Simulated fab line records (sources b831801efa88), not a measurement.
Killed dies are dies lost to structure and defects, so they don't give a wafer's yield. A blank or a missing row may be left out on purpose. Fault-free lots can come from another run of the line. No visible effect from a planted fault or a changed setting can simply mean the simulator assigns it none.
Which tool was responsible? | flow sky130 | 24 lots, 72 wafers sampled, at 5 steps of a route of 708

WHAT THE GAUGES READ, wafer by wafer
SKY_LI_CONTACT_OVL_MEAS_13.
lot  | measured     | on         | LI_CONTACT_OVL (nm)
L074 | day 29 11:43 | overlay-02 | -3 0 -8
L075 | day 29 23:34 | overlay-02 | -8 -5 -5
L076 | day 30 06:32 | overlay-02 | -6 -8 -4
L077 | day 31 00:28 | overlay-02 | -12 -8 -8
L078 | day 31 00:49 | overlay-02 | -4 -15 -12
L079 | day 31 12:34 | overlay-02 | -17 -13 -9
L080 | day 32 01:38 | overlay-01 | -10 -9 -5
L081 | day 32 07:40 | overlay-02 | -11 -3 -8
L082 | day 33 05:10 | overlay-02 | -8 -3 -5
L083 | day 33 10:04 | overlay-02 | -7 -2 -4
L084 | day 33 14:09 | overlay-02 | -16 -19 -16
L086 | day 33 18:22 | overlay-02 | -7 -5 -23
L085 | day 33 20:07 | overlay-01 | -16 -2 1
L087 | day 34 06:49 | overlay-02 | -4 -6 2
L088 | day 34 09:37 | overlay-02 | -12 -14 -15
L089 | day 34 20:13 | overlay-01 | 2 -2 4
L090 | day 34 21:49 | overlay-02 | 3 -6 -5
L091 | day 35 06:56 | overlay-01 | -11 -9 -13
L092 | day 35 12:37 | overlay-01 | -6 -3 -6
L093 | day 35 18:47 | overlay-02 | -6 -16 -3
L095 | day 36 14:16 | overlay-02 | -5 -6 -9
L094 | day 36 18:17 | overlay-01 | -12 -13 -6
L096 | day 36 22:50 | overlay-02 | -20 -16 -11
L097 | day 36 23:05 | overlay-01 | -3 -12 -5

SKY_METAL1_THK_MEAS_06: measures by xrf.
lot  | measured     | on           | METAL1_ALCU_THK (nm)
L074 | day 32 01:26 | filmMetro-02 | 253 254 248
L075 | day 32 11:13 | filmMetro-01 | 249 252 249
L076 | day 32 18:56 | filmMetro-01 | 254 249 254
L077 | day 33 12:08 | filmMetro-01 | 252 252 251
L078 | day 33 12:39 | filmMetro-03 | 246 247 247
L079 | day 33 23:53 | filmMetro-03 | 253 253 252
L080 | day 34 13:07 | filmMetro-02 | 253 252 254
L081 | day 34 18:32 | filmMetro-01 | 256 248 255
L082 | day 35 15:37 | filmMetro-01 | 249 247 249
L083 | day 35 20:05 | filmMetro-01 | 248 247 248
L084 | day 35 23:17 | filmMetro-03 | 251 248 249
L086 | day 36 04:13 | filmMetro-03 | 256 254 257
L085 | day 36 05:33 | filmMetro-02 | 254 247 256
L087 | day 36 16:53 | filmMetro-03 | 248 252 252
L088 | day 36 19:25 | filmMetro-01 | 258 253 253
L089 | day 37 05:39 | filmMetro-02 | 247 248 246
L090 | day 37 06:48 | filmMetro-02 | 246 246 247
L091 | day 37 16:02 | filmMetro-03 | 249 252 256
L092 | day 37 21:14 | filmMetro-02 | 249 249 248
L093 | day 38 03:43 | filmMetro-03 | 251 251 249
L095 | day 38 22:59 | filmMetro-02 | 250 255 249
L094 | day 39 03:39 | filmMetro-01 | 251 250 253
L096 | day 39 07:34 | filmMetro-01 | 247 256 252
L097 | day 39 07:43 | filmMetro-02 | 252 248 249

WHAT TOOL EACH LOT RAN ON (gives the tool, then ch and the chambers of the sampled wafers, and finally the start)
lot  | SKY_LI_CONTACT_STRIP_16             | SKY_LI_CONTACT_SPUTTER_20   | SKY_CONTACT_CVD_00
L074 | plasmaAsher-03 ch 0, day 29 11:53   | pvdSputter-01, day 29 12:15 | pecvd-02 ch 0,2, day 30 18:51
L075 | plasmaAsher-03 ch 0,1, day 29 23:44 | pvdSputter-01, day 30 00:06 | pecvd-03 ch 0,1, day 31 05:40
L076 | plasmaAsher-01 ch 0,1, day 30 06:42 | pvdSputter-01, day 30 07:05 | pecvd-03 ch 1,2, day 31 12:20
L077 | plasmaAsher-03 ch 0,1, day 31 00:37 | pvdSputter-02, day 31 00:59 | pecvd-03 ch 1,2, day 32 06:18
L078 | plasmaAsher-01 ch 0,1, day 31 00:58 | pvdSputter-01, day 31 01:20 | pecvd-01 ch 1,2, day 32 06:37
L079 | plasmaAsher-01 ch 0,1, day 31 12:43 | pvdSputter-01, day 31 13:05 | pecvd-03 ch 0,1, day 32 18:34
L080 | plasmaAsher-03 ch 0,1, day 32 01:48 | pvdSputter-01, day 32 02:11 | pecvd-02 ch 0,1,2, day 33 07:44
L081 | plasmaAsher-03 ch 0,1, day 32 07:50 | pvdSputter-02, day 32 08:13 | pecvd-03 ch 0,1,2, day 33 13:26
L082 | plasmaAsher-01 ch 0,1, day 33 05:20 | pvdSputter-01, day 33 05:43 | pecvd-01 ch 0,1,2, day 34 10:31
L083 | plasmaAsher-03 ch 0,1, day 33 10:14 | pvdSputter-03, day 33 10:36 | pecvd-03 ch 0, day 34 15:11
L084 | plasmaAsher-03 ch 0,1, day 33 14:19 | pvdSputter-02, day 33 14:41 | pecvd-02 ch 0,1, day 34 18:53
L086 | plasmaAsher-01 ch 0,1, day 33 18:31 | pvdSputter-01, day 33 18:54 | pecvd-01 ch 0,1,2, day 34 23:21
L085 | plasmaAsher-03 ch 0,1, day 33 20:19 | pvdSputter-01, day 33 20:39 | pecvd-03 ch 0,1, day 35 00:50
L087 | plasmaAsher-01 ch 0,1, day 34 06:58 | pvdSputter-03, day 34 07:22 | pecvd-02 ch 1,2, day 35 12:06
L088 | plasmaAsher-03 ch 0,1, day 34 09:46 | pvdSputter-03, day 34 10:10 | pecvd-01 ch 0, day 35 14:35
L089 | plasmaAsher-03 ch 0,1, day 34 20:23 | pvdSputter-02, day 34 20:45 | pecvd-03 ch 0,1,2, day 36 01:10
L090 | plasmaAsher-01 ch 0,1, day 34 21:58 | pvdSputter-02, day 34 22:31 | pecvd-02 ch 0,1, day 36 02:25
L091 | plasmaAsher-03 ch 0,1, day 35 07:07 | pvdSputter-01, day 35 07:29 | pecvd-03 ch 0,1, day 36 11:40
L092 | plasmaAsher-03 ch 0,1, day 35 12:47 | pvdSputter-01, day 35 13:10 | pecvd-01 ch 0,1,2, day 36 16:56
L093 | plasmaAsher-01 ch 0,1, day 35 18:58 | pvdSputter-02, day 35 19:17 | pecvd-03 ch 0,1,2, day 36 23:28
L095 | plasmaAsher-04 ch 0,1, day 36 14:25 | pvdSputter-03, day 36 14:48 | pecvd-03 ch 0,2, day 37 18:34
L094 | plasmaAsher-03 ch 0,1, day 36 18:28 | pvdSputter-01, day 36 18:49 | pecvd-01 ch 0,2, day 37 23:30
L096 | plasmaAsher-03 ch 0,1, day 36 23:01 | pvdSputter-02, day 36 23:22 | pecvd-03 ch 0,1,2, day 38 02:53
L097 | plasmaAsher-01 ch 1, day 36 23:16   | pvdSputter-03, day 36 23:38 | pecvd-02 ch 0,1,2, day 38 03:08
- SKY_LI_CONTACT_STRIP_16: strips in O2/N2.
- SKY_LI_CONTACT_SPUTTER_20: material TiN, target thk 20 nm, time 80 s.
- SKY_CONTACT_CVD_00: deposits Si3N4, target thk 75 nm.

AS READ BY THE TOOLS THEMSELVES (means over the sampled wafers that have a number; for cases with no such wafer, the mark the record gives instead)
SKY_LI_CONTACT_STRIP_16.
lot  | tool           | drypumpMotorCurrentA (A) | oesProductAu (a.u.) | stripTimeToEndpointS (s)
L074 | plasmaAsher-03 | 6.05                     | 0.376               | 3.51
L075 | plasmaAsher-03 | 5.99                     | 0.374               | 3.45
L076 | plasmaAsher-01 | 5.62                     | 0.377               | 3.53
L077 | plasmaAsher-03 | 6.00                     | 0.376               | 3.45
L078 | plasmaAsher-01 | 5.78                     | 0.382               | 3.54
L079 | plasmaAsher-01 | 5.81                     | 0.376               | 3.48
L080 | plasmaAsher-03 | 5.92                     | 0.375               | 3.47
L081 | plasmaAsher-03 | 5.94                     | 0.376               | 3.50
L082 | plasmaAsher-01 | 5.79                     | 0.373               | 3.49
L083 | plasmaAsher-03 | 6.00                     | 0.373               | 3.44
L084 | plasmaAsher-03 | 5.90                     | 0.372               | 3.48
L086 | plasmaAsher-01 | 5.62                     | 0.381               | 3.55
L085 | plasmaAsher-03 | 6.01                     | 0.378               | 3.45
L087 | plasmaAsher-01 | 5.78                     | 0.374               | 3.48
L088 | plasmaAsher-03 | 5.99                     | 0.377               | 3.58
L089 | plasmaAsher-03 | 5.91                     | 0.378               | 3.50
L090 | plasmaAsher-01 | 5.62                     | 0.375               | 3.54
L091 | plasmaAsher-03 | 5.91                     | 0.379               | 3.49
L092 | plasmaAsher-03 | 5.99                     | 0.378               | 3.55
L093 | plasmaAsher-01 | 5.79                     | 0.379               | 3.48
L095 | plasmaAsher-04 | 5.29                     | 0.375               | 3.51
L094 | plasmaAsher-03 | 5.93                     | 0.377               | 3.48
L096 | plasmaAsher-03 | 6.01                     | 0.370               | 3.45
L097 | plasmaAsher-01 | 5.47                     | 0.373               | 3.50

SKY_LI_CONTACT_SPUTTER_20.
lot  | tool          | throttleValvePct (%)
L074 | pvdSputter-01 | 30.0
L075 | pvdSputter-01 | 30.1
L076 | pvdSputter-01 | 29.7
L077 | pvdSputter-02 | 29.9
L078 | pvdSputter-01 | 30.3
L079 | pvdSputter-01 | 29.9
L080 | pvdSputter-01 | 29.9
L081 | pvdSputter-02 | 30.6
L082 | pvdSputter-01 | 30.1
L083 | pvdSputter-03 | 28.8
L084 | pvdSputter-02 | 30.1
L086 | pvdSputter-01 | 30.4
L085 | pvdSputter-01 | 29.7
L087 | pvdSputter-03 | 27.8
L088 | pvdSputter-03 | 29.5
L089 | pvdSputter-02 | 30.5
L090 | pvdSputter-02 | 29.7
L091 | pvdSputter-01 | 29.2
L092 | pvdSputter-01 | 29.8
L093 | pvdSputter-02 | 30.4
L095 | pvdSputter-03 | 28.9
L094 | pvdSputter-01 | 29.8
L096 | pvdSputter-02 | 29.1
L097 | pvdSputter-03 | 28.4

SKY_CONTACT_CVD_00.
lot  | tool     | heaterPowerW (W)
L074 | pecvd-02 | 797
L075 | pecvd-03 | 660
L076 | pecvd-03 | 706
L077 | pecvd-03 | 697
L078 | pecvd-01 | 753
L079 | pecvd-03 | 723
L080 | pecvd-02 | 748
L081 | pecvd-03 | 684
L082 | pecvd-01 | 697
L083 | pecvd-03 | 694
L084 | pecvd-02 | 786
L086 | pecvd-01 | 670
L085 | pecvd-03 | 654
L087 | pecvd-02 | 699
L088 | pecvd-01 | 588
L089 | pecvd-03 | 720
L090 | pecvd-02 | 846
L091 | pecvd-03 | 684
L092 | pecvd-01 | 686
L093 | pecvd-03 | 736
L095 | pecvd-03 | 798
L094 | pecvd-01 | 778
L096 | pecvd-03 | 707
L097 | pecvd-02 | 795

THE ANSWER, worked out from the rows above alone
Rule: what is usual is taken from the lots themselves. Put in order of their means at a reading, lots are off if they are a third of the lots or fewer, leave a main group of 4 or more, and stand apart from it by a gap of 3 or more times the standard deviation of the main group's means; of several such gaps the widest counts. The tables above print the reading to a certain number of digits; a main group whose means all agree to those digits is not used. Also off: a lot with no number at a reading for which 4 or more lots have one. All remaining lots with rows at the step are treated as sound. First the gauges in route order, then the tools' own readings, where a lot's mean is used as printed above. The first step at which some lot is off is used, and at that step the reading that is off furthest; a lot without a number counts as furthest.
Nothing can be told from this: no lot is off at any reading shown.

WHAT THE SIMULATOR HAD INSERTED
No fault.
